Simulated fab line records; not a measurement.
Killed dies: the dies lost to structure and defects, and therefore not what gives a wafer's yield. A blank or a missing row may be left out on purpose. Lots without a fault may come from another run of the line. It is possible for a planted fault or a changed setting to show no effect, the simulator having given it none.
fab line records -- flow sky130
[record] lots = 14, wafers = 42, last_day = 50
route steps=708 shown GATE_OXIDE@199 VIA1@460 METAL2@498 PAD_OPEN@708
lots untouched by any fault: they come from a run of this same line in which no faults occurred
start_h: start of the lot's first displayed wafer, in hours after the record's first day -- wait_h: hours elapsed since this lot's preceding step -- " repeats the value in the row above -- L1.1+2: a row that stands for several wafers -- - either no value or no given start -- * or withheld: withheld -- < > ~ a bound
route shown NAME@n: NAME is a module with steps in the file, n the number in the route of the first one -- usual: the fault-free wafers' mean and standard deviation -- same: alike in all rows -- chamber/n: place in a boat -- sites: each site's reading -- _std_site: their standard deviation -- _edge_site: the outer-site mean with the inner-site mean subtracted -- radius_mm: for every site, how far away it sits from the centre of the wafer -- mask NAME#n: copy n -- behind: the last tool/chamber to shape the wafer -- hold: why the lot was held/for how many hours/how that ended -- device: names the non-switching transistor (n, p or np) -- end of line: tests run on the same wafers once the route is complete -- a step given without rows: its recipe and nothing more -- killed: the dies lost at the first sort to structure and to defects; this is not the yield of the wafer -- map: a wafer's dies, x killed, . not, _ none there
set.NAME: the run value of the setting; set.NAME@STEP: its run value at that earlier step -- model.NAME: the simulator's own value behind a step, which no gauge read
the route's steps for a sample of lots (tables are steps, rows are wafers)
services: a tool's chamber out of use, with start hour (start_h, from the record's first day; less than 0 if before it), hours out, and reason
[[steps]]
[step SKY_GATE_OXIDE_WET_ETCH_12]
[recipe] chemistry = dHF, target_depth_nm = 16.8, dry = n2_spin, target = SiO2, dilution = 100:1, temp_c = 25, time_s = 336
[usual] run_length_s = 364/4
lot.wafer,tool,chamber,start_h,wait_h,run_length_s
L338.2,wet_bench-01,1,300.44,0.1,362
L338.4,wet_bench-01,1,300.44,0.1,362
L338.5,wet_bench-01,1,300.44,0.1,362
L339.2,wet_bench-02,1,315.33,0.1,363
L339.3,wet_bench-02,1,315.33,0.1,363
L339.5,wet_bench-02,1,315.33,0.1,363
L340.3,wet_bench-01,1,319.34,0.1,362
L340.4,wet_bench-01,1,319.34,0.1,362
L340.6,wet_bench-01,1,319.34,0.1,362
L341.1,wet_bench-01,1,325.79,0.1,370
L341.2,wet_bench-01,1,325.79,0.1,370
L341.6,wet_bench-01,1,325.79,0.1,370
L342.1,wet_bench-02,1,336.88,0.1,363
L342.2,wet_bench-02,1,336.88,0.1,363
L342.3,wet_bench-02,1,336.88,0.1,363
L343.3,wet_bench-01,0,347.43,0.1,361
L343.4,wet_bench-01,0,347.43,0.1,361
L343.5,wet_bench-01,0,347.43,0.1,361
L344.2,wet_bench-03,2,356.28,0.1,360
L344.4,wet_bench-03,2,356.28,0.1,360
L344.6,wet_bench-03,2,356.28,0.1,360
L345.2,wet_bench-02,2,362.58,0.1,370
L345.3,wet_bench-02,2,362.58,0.1,370
L345.4,wet_bench-02,2,362.58,0.1,370
L348.1,wet_bench-01,1,385.79,0.1,199
L348.3,wet_bench-01,1,385.79,0.1,199
L348.4,wet_bench-01,1,385.79,0.1,199
L349.1,wet_bench-03,2,401.09,0.1,361
L349.2,wet_bench-03,2,401.09,0.1,361
L349.4,wet_bench-03,2,401.09,0.1,361
L350.2,wet_bench-01,0,408.08,0.1,207
L350.3,wet_bench-01,0,408.08,0.1,207
L350.6,wet_bench-01,0,408.08,0.1,207
L358.1,wet_bench-03,1,470.39,0.1,363
L358.2,wet_bench-03,1,470.39,0.1,363
L358.4,wet_bench-03,1,470.39,0.1,363
L359.1,wet_bench-01,2,482.54,0.1,369
L359.2,wet_bench-01,2,482.54,0.1,369
L359.6,wet_bench-01,2,482.54,0.1,369
L360.1,wet_bench-03,3,488.19,0.1,363
L360.4,wet_bench-03,3,488.19,0.1,363
L360.6,wet_bench-03,3,488.19,0.1,363
[step SKY_VIA1_CMP_02]
[recipe] material = SiO2, down_force_psi = 4, platen_rpm = 60, pad_velocity_m_s = 0.94248
[usual] motor_current_A = 12.6/0.89
lot.wafer,tool,chamber,start_h,wait_h,motor_current_A
L338.4,cmp-02,0,754.25,0.0,12.2
L338.2,cmp-02,2,754.25,0.0,12.7
L338.5,cmp-02,1,754.25,0.0,10.5
L339.3,cmp-01,0,771.77,0.1,14.0
L339.2,cmp-01,1,771.77,0.1,13.4
L339.5,cmp-01,2,771.77,0.1,11.9
L340.3,cmp-01,0,775.06,0.0,14.0
L340.4,cmp-01,1,775.06,0.0,13.6
L340.6,cmp-01,0,775.06,0.0,13.0
L341.2,cmp-01,3,779.79,0.1,12.0
L341.1,cmp-01,1,779.79,0.1,13.5
L341.6,cmp-01,3,779.79,0.1,11.9
L342.2,cmp-02,2,788.36,0.1,12.0
L342.1,cmp-02,3,788.36,0.1,13.3
L342.3,cmp-02,0,788.36,0.1,12.0
L343.4,cmp-02,2,802.49,0.4,11.9
L343.3,cmp-02,1,802.49,0.4,11.5
L343.5,cmp-02,2,802.49,0.4,12.1
L344.2,cmp-01,1,813.19,0.1,13.6
L344.4,cmp-01,2,813.19,0.1,11.9
L344.6,cmp-01,1,813.19,0.1,14.0
L345.4,cmp-02,3,820.91,0.0,13.3
L345.3,cmp-02,1,820.91,0.0,11.6
L345.2,cmp-02,2,820.91,0.0,11.6
L349.1,cmp-01,0,851.66,0.1,12.9
L349.4,cmp-01,1,851.66,0.1,13.3
L349.2,cmp-01,2,851.66,0.1,11.8
L358.2,cmp-02,3,911.41,0.0,13.6
L358.4,cmp-02,0,911.41,0.0,12.2
L358.1,cmp-02,2,911.41,0.0,12.0
L359.2,cmp-01,3,917.55,0.0,12.3
L359.1,cmp-01,2,917.55,0.0,11.7
L359.6,cmp-01,3,917.55,0.0,12.2
L360.1,cmp-01,0,921.50,0.1,13.6
L360.4,cmp-01,3,921.50,0.1,11.9
L360.6,cmp-01,1,921.50,0.1,13.1
[step SKY_METAL2_CD_MEAS_15]
[recipe] target_cd_nm = 140
[usual] cd_nm = 139.5/1.5
lot.wafer,tool,chamber,start_h,wait_h,cd_nm
L338.2,cd_sem-01,-,809.99,-,141.0
L338.4,cd_sem-01,-,809.99,-,141.5
L338.5,cd_sem-01,-,809.99,-,142.2
L339.2,cd_sem-01,-,828.86,-,137.3
L339.3,cd_sem-01,-,828.86,-,138.3
L339.5,cd_sem-01,-,828.86,-,138.0
L340.3,cd_sem-01,-,831.28,-,137.4
L340.4,cd_sem-01,-,831.28,-,137.5
L340.6,cd_sem-01,-,831.28,-,136.4
L341.1,cd_sem-01,-,834.62,-,138.3
L341.2,cd_sem-01,-,834.62,-,137.6
L341.6,cd_sem-01,-,834.62,-,139.4
L342.1,cd_sem-02,-,842.12,-,141.3
L342.2,cd_sem-02,-,842.12,-,141.0
L342.3,cd_sem-02,-,842.12,-,140.3
L343.3,cd_sem-01,-,856.16,-,138.1
L343.4,cd_sem-01,-,856.16,-,139.0
L343.5,cd_sem-01,-,856.16,-,138.2
L344.2,cd_sem-02,-,867.38,-,141.6
L344.4,cd_sem-02,-,867.38,-,142.7
L344.6,cd_sem-02,-,867.38,-,142.0
L345.2,cd_sem-01,-,875.11,-,138.4
L345.3,cd_sem-01,-,875.11,-,138.9
L345.4,cd_sem-01,-,875.11,-,137.9
L349.1,cd_sem-02,-,906.12,-,137.7
L349.2,cd_sem-02,-,906.12,-,138.2
L349.4,cd_sem-02,-,906.12,-,138.9
L358.1,cd_sem-02,-,963.12,-,139.6
L358.2,cd_sem-02,-,963.12,-,141.2
L358.4,cd_sem-02,-,963.12,-,139.0
L359.1,cd_sem-02,-,969.09,-,136.8
L359.2,cd_sem-02,-,969.09,-,139.5
L359.6,cd_sem-02,-,969.09,-,138.6
L360.1,cd_sem-01,-,972.64,-,139.8
L360.4,cd_sem-01,-,972.64,-,139.5
L360.6,cd_sem-01,-,972.64,-,141.0
[step SKY_METAL2_DESCUM_17]
[recipe] chemistry = O2, source_power_w = 150, bias_power_w = 0, pressure_mtorr = 10, temp_c = 40, time_s = 8
[usual] drypump_motor_current_A = 5.6/0.38, oes_product_au = 0.994/0.0078
lot.wafer,tool,chamber,start_h,wait_h,drypump_motor_current_A,oes_product_au,rf_hours_counter_h
L338.2,rie_metal-02,0,810.13,0.0,5.3,0.994,2
L338.4,rie_metal-02,1,810.13,0.0,5.6,1.000,-
L338.5,rie_metal-02,0,810.13,0.0,5.3,0.992,-
L339.2,rie_metal-04,1,829.00,0.0,6.4,1.001,1
L339.3,rie_metal-04,1,829.00,0.0,6.4,0.993,-
L339.5,rie_metal-04,0,829.00,0.0,5.7,0.981,-
L340.3,rie_metal-02,1,831.41,0.0,5.6,1.005,-
L340.4,rie_metal-02,0,831.41,0.0,5.3,1.004,-
L340.6,rie_metal-02,1,831.41,0.0,5.6,1.007,-
L341.1,rie_metal-02,1,834.78,0.0,5.6,0.987,9
L341.2,rie_metal-02,0,834.78,0.0,5.3,1.002,3
L341.6,rie_metal-02,0,834.78,0.0,5.3,0.982,-
L342.1,rie_metal-02,0,842.28,0.0,5.3,1.001,3
L342.2,rie_metal-02,1,842.28,0.0,5.6,0.989,9
L342.3,rie_metal-02,1,842.28,0.0,5.6,0.996,-
L343.3,rie_metal-03,0,856.29,0.0,5.3,0.988,-
L343.4,rie_metal-03,1,856.29,0.0,5.9,0.992,-
L343.5,rie_metal-03,1,856.29,0.0,5.9,0.992,-
L344.2,rie_metal-03,0,867.51,0.0,5.3,0.989,9
L344.4,rie_metal-03,0,867.51,0.0,5.2,0.977,-
L344.6,rie_metal-03,0,867.51,0.0,5.2,0.995,-
L345.2,rie_metal-02,0,875.25,0.0,5.3,0.994,4
L345.3,rie_metal-02,0,875.25,0.0,5.3,1.000,-
L345.4,rie_metal-02,1,875.25,0.0,5.6,0.992,-
L349.1,rie_metal-03,0,906.28,0.0,5.2,0.980,11
L349.2,rie_metal-03,1,906.28,0.0,5.9,0.984,13
L349.4,rie_metal-03,1,906.28,0.0,5.9,0.977,-
L358.1,rie_metal-04,1,963.28,0.0,6.4,1.002,7
L358.2,rie_metal-04,0,963.28,0.0,5.7,1.006,1
L358.4,rie_metal-04,1,963.28,0.0,6.4,0.994,-
L359.1,rie_metal-02,1,969.25,0.0,5.6,0.995,14
L359.2,rie_metal-02,0,969.25,0.0,5.3,0.984,10
L359.6,rie_metal-02,0,969.25,0.0,5.3,0.980,-
L360.1,rie_metal-02,0,972.80,0.0,5.3,0.988,10
L360.4,rie_metal-02,0,972.80,0.0,5.3,1.000,-
L360.6,rie_metal-02,0,972.80,0.0,5.3,1.001,-
[step SKY_PAD_OPEN_PROBE_99]
[usual] killed_at_M0_to_M3 = 43/6.5, killed_at_M4_up = 3.2/1.8, killed_at_contacts = 24/5, killed_at_front_end = 15/4.1, killed_at_other = 0.3/0.54, killed_dies = 85/9.3, killed_on_rim = 16/4.1, killed_open = 47/7.2, killed_short = 39/5.9
[same] gross_dies = 492, killed_at_back_side = 0
lot.wafer,tool,chamber,start_h,wait_h,killed_at_M0_to_M3,killed_at_M4_up,killed_at_contacts,killed_at_front_end,killed_at_other,killed_dies,killed_on_rim,killed_open,killed_short
L348.1,prober-02,-,1132.26,0.1,45,2,27,418,0,492,96,46,42
L348.3,prober-02,-,1132.36,0.2,58,4,16,414,0,492,96,54,47
L348.4,prober-02,-,1132.41,0.2,51,1,14,426,0,492,96,44,31
L350.2,prober-02,-,1146.75,0.1,52,1,29,410,0,492,96,55,43
L350.3,prober-02,-,1146.80,0.2,33,4,17,438,0,492,96,39,29
L350.6,prober-02,-,1146.95,0.2,50,3,22,417,0,492,96,47,45
// killed by level:class
L348.1 GATE_OXIDE:area_etch=404 VIA1:geometric_particle:open=12 CONTACT:geometric_particle:open=10 VIA3:geometric_particle:open=9 CONTACT:geometric_particle:short=7 METAL1:geometric_particle:short=5 VIA1:geometric_particle:short=5 POLY_GATE:geometric_particle:short=4
L348.3 GATE_OXIDE:area_etch=391 VIA1:geometric_particle:open=18 METAL1:geometric_particle:short=9 FIELD_ISO:geometric_particle:open=8 METAL2:geometric_particle:short=7 FIELD_ISO:geometric_particle:short=6 CONTACT:geometric_particle:open=6 VIA1:geometric_particle:short=5
L348.4 GATE_OXIDE:area_etch=417 VIA1:geometric_particle:open=12 VIA2:geometric_particle:open=8 CONTACT:geometric_particle:open=6 METAL1:geometric_particle:short=6 VIA3:geometric_particle:open=5 FIELD_ISO:geometric_particle:short=4 VIA1:geometric_particle:short=4
L350.2 GATE_OXIDE:area_etch=394 VIA1:geometric_particle:open=17 CONTACT:geometric_particle:open=13 VIA2:geometric_particle:open=7 FIELD_ISO:geometric_particle:short=5 CONTACT:geometric_particle:short=5 VIA2:geometric_particle:short=5 LI_CONTACT:geometric_particle:open=4
L350.3 GATE_OXIDE:area_etch=424 VIA1:geometric_particle:open=10 FIELD_ISO:geometric_particle:short=6 LI_CONTACT:geometric_particle:open=6 CONTACT:geometric_particle:short=5 CONTACT:geometric_particle:open=5 METAL2:geometric_particle:short=5 VIA3:geometric_particle:open=5
L350.6 GATE_OXIDE:area_etch=400 VIA1:geometric_particle:open=13 CONTACT:geometric_particle:open=8 METAL1:geometric_particle:short=7 VIA2:geometric_particle:open=7 FIELD_ISO:geometric_particle:short=6 LOCAL_INTERCONNECT:geometric_particle:short=5 FIELD_ISO:geometric_particle:open=4
[[services]]
tool,chamber,start_h,hours,kind
cmp-01,-,316.13,7.3,pm
cmp-01,-,344.08,0.9,repair
cmp-01,-,354.49,5.2,pm
cmp-01,-,362.17,0.3,repair
cmp-01,-,401.21,3.9,repair
cmp-01,-,405.07,4.0,pm
cmp-01,-,435.71,26.8,repair
rie_metal-02,0,481.25,8.0,repair
cmp-01,-,511.60,1.0,repair
cmp-01,-,526.69,0.5,repair
rie_metal-02,-,539.65,0.3,repair
rie_metal-02,-,545.90,14.6,pm
rie_metal-02,-,571.47,15.6,pm
cmp-01,-,574.77,2.8,repair
rie_metal-02,1,588.60,5.0,repair
rie_metal-02,0,723.02,10.2,repair
cmp-01,-,723.49,4.1,pm
rie_metal-02,1,740.58,22.0,repair
cmp-01,-,745.26,4.0,pm
rie_metal-02,0,779.14,9.0,repair
rie_metal-02,-,783.55,1.4,pm
cmp-01,-,787.43,3.0,repair
rie_metal-02,-,818.43,0.7,repair
cmp-01,-,852.17,13.3,pm
[[key]]
[first_sign] step = SKY_GATE_OXIDE_WET_ETCH_12, reading = run_length_s, direction = down, sigmas = 40, usual = *, struck = *
[effect] step = SKY_PAD_OPEN_PROBE_99, reading = killed_at_front_end, direction = up, sigmas = 98, usual = 15, struck = 420
[more_kills_born_at] SKY_GATE_OXIDE_WET_ETCH_12@wet_bench-01 = 2430
met_at SKY_GATE_OXIDE_WET_ETCH_12
struck_lots L348,L350
later_rows_left_out L348.1,L348.3,L348.4,L350.2,L350.3,L350.6
tester_left_out L348,L350
not_acting_at SKY_VIA1_CMP_02,SKY_METAL2_CD_MEAS_15,SKY_METAL2_DESCUM_17
onset_between 347.43 385.79
[fault] kind = process_parameter_drift, tool = wet_bench-01, chamber = -, onset_h = 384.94, steps = SKY_GATE_OXIDE_WET_ETCH_12, channel = time_s, offset = *, shape = step, end_h = 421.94, acts_in = *, stated = *
// tester_left_out: of these lots the tester's yield and bins aren't shown, on N5 and GAA mostly nor the transistor test; their killed dies are dies lost to structure and defects alone, not to doping, threshold or leakage, so they don't give the yield
// later_rows_left_out: the simulator's readings of these wafers behind a module that went badly wrong aren't trusted and aren't shown, but for the sort
